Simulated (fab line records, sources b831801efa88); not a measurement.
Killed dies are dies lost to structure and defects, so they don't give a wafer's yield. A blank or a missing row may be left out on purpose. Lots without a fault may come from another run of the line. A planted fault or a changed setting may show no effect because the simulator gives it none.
Which tool did it? | flow sky130 | 15 lots, 45 wafers sampled, at 2 steps of a route of 708

WHAT THE GAUGES READ, wafer by wafer
The record holds no reading of a measuring or inspecting step that can be judged against a usual standard deviation.

WHICH TOOL RAN EACH LOT (tool, then ch and the chambers of the sampled wafers, then the start)
lot  | SKY_NWELL_EXPOSE_20                 | SKY_PAD_OPEN_PROBE_99
L286 | iline_stepper-01 ch 0, day 4 19:29  | -
L287 | iline_stepper-02 ch 0, day 5 01:38  | -
L288 | iline_stepper-02 ch 0, day 5 09:16  | prober-01, day 45 17:05
L289 | iline_stepper-02 ch 0, day 5 13:22  | -
L290 | iline_stepper-01 ch 0, day 5 22:19  | -
L292 | iline_stepper-02 ch 0, day 6 09:23  | prober-01, day 46 17:23
L296 | iline_stepper-01 ch 0, day 8 00:17  | prober-01, day 48 10:22
L297 | iline_stepper-01 ch 0, day 8 01:26  | prober-02, day 48 11:19
L298 | iline_stepper-01 ch 0, day 8 02:33  | prober-01, day 48 11:46
L299 | iline_stepper-02 ch 0, day 8 08:22  | prober-02, day 48 16:14
L302 | iline_stepper-02 ch 0, day 9 04:23  | prober-01, day 49 06:42
L303 | iline_stepper-02 ch 0, day 9 05:51  | -
L306 | iline_stepper-02 ch 0, day 10 00:24 | -
L307 | iline_stepper-02 ch 0, day 10 06:35 | prober-02, day 50 10:32
L309 | iline_stepper-02 ch 0, day 10 13:46 | -
- SKY_NWELL_EXPOSE_20: exposes mask NWM COMPLEMENT, target cd 840 nm.
- SKY_PAD_OPEN_PROBE_99

WHAT THE TOOLS THEMSELVES READ (means of the sampled wafers that have a number; where no wafer has one, the mark that the record gives instead)
SKY_NWELL_EXPOSE_20.
lot  | tool             | exposure_dose_mJ_cm2
L286 | iline_stepper-01 | 260.06
L287 | iline_stepper-02 | 260.01
L288 | iline_stepper-02 | 260.02
L289 | iline_stepper-02 | 260.07
L290 | iline_stepper-01 | 260.03
L292 | iline_stepper-02 | 259.89
L296 | iline_stepper-01 | 250.80
L297 | iline_stepper-01 | 250.69
L298 | iline_stepper-01 | 250.96
L299 | iline_stepper-02 | 259.85
L302 | iline_stepper-02 | 260.35
L303 | iline_stepper-02 | 259.85
L306 | iline_stepper-02 | 259.85
L307 | iline_stepper-02 | 259.96
L309 | iline_stepper-02 | 260.07

SKY_PAD_OPEN_PROBE_99.
lot  | tool      | killed_at_M0_to_M3 | killed_at_M4_up | killed_at_contacts | killed_at_front_end | killed_at_other | killed_dies | killed_on_rim | killed_open | killed_short
L288 | prober-01 | 58                 | 3.0             | 23                 | 12                  | 0.3             | 96          | 22            | 57          | 39
L292 | prober-01 | 41                 | 2.0             | 24                 | 25                  | 0.7             | 92          | 19            | 46          | 46
L296 | prober-01 | 41                 | 3.7             | 27                 | 14                  | 0.0             | 86          | 14            | 47          | 39
L297 | prober-02 | 47                 | 3.0             | 21                 | 17                  | 0.3             | 88          | 17            | 49          | 39
L298 | prober-01 | 35                 | 4.0             | 25                 | 17                  | 0.0             | 81          | 14            | 40          | 41
L299 | prober-02 | 48                 | 4.3             | 23                 | 17                  | 0.0             | 92          | 20            | 54          | 39
L302 | prober-01 | 46                 | 2.7             | 26                 | 16                  | 0.0             | 91          | 15            | 53          | 38
L307 | prober-02 | 41                 | 3.7             | 24                 | 17                  | 0.3             | 86          | 17            | 49          | 37

THE ANSWER, worked out from the rows above alone
Rule: what is usual is taken from the lots themselves. Put in order of their means at a reading, lots are off if they are a third of the lots or fewer, leave a main group of 4 or more, and stand apart from it by a gap of 3 or more times the standard deviation of the main group's means; of several such gaps the widest counts. A main group whose means are all the same, to the digits that the tables above print for the reading, isn't used. A lot without any number at a reading at which 4 lots or more have one is off too. The other lots that the step has rows for count as sound. The gauges are gone through in route order, then the tools' own readings, and for those a lot's mean is taken as printed above. The first step at which some lot is off is used, and at that step the reading that is off furthest; a lot without a number counts as furthest.
Off: L296, L297, L298, at SKY_NWELL_EXPOSE_20 (exposure_dose_mJ_cm2). The main group: mean 260.00, standard deviation 0.13.
A tool fits if, at that step or a process step before it, it ran every lot that is off, and no sound lot after the first of them. One fits: iline_stepper-01 at SKY_NWELL_EXPOSE_20. Its last sound lot is L290 (day 5 22:19), its first lot that is off L296 (day 8 00:17): a fault that began between those two fits.
The tool's own readings at SKY_NWELL_EXPOSE_20 bear it out: on the lots that are off they differ by more than 5 times the standard deviation of the sound lots' means. exposure_dose_mJ_cm2 reads 250.82 there against 260.00 on the sound lots.

WHAT THE SIMULATOR HAD PUT IN
Process parameter drift: iline_stepper-01, from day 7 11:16 on, at SKY_NWELL_EXPOSE_20. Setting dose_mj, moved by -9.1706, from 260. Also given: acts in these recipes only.
Lots struck among those shown: L296, L297, L298. The rule above found the same.
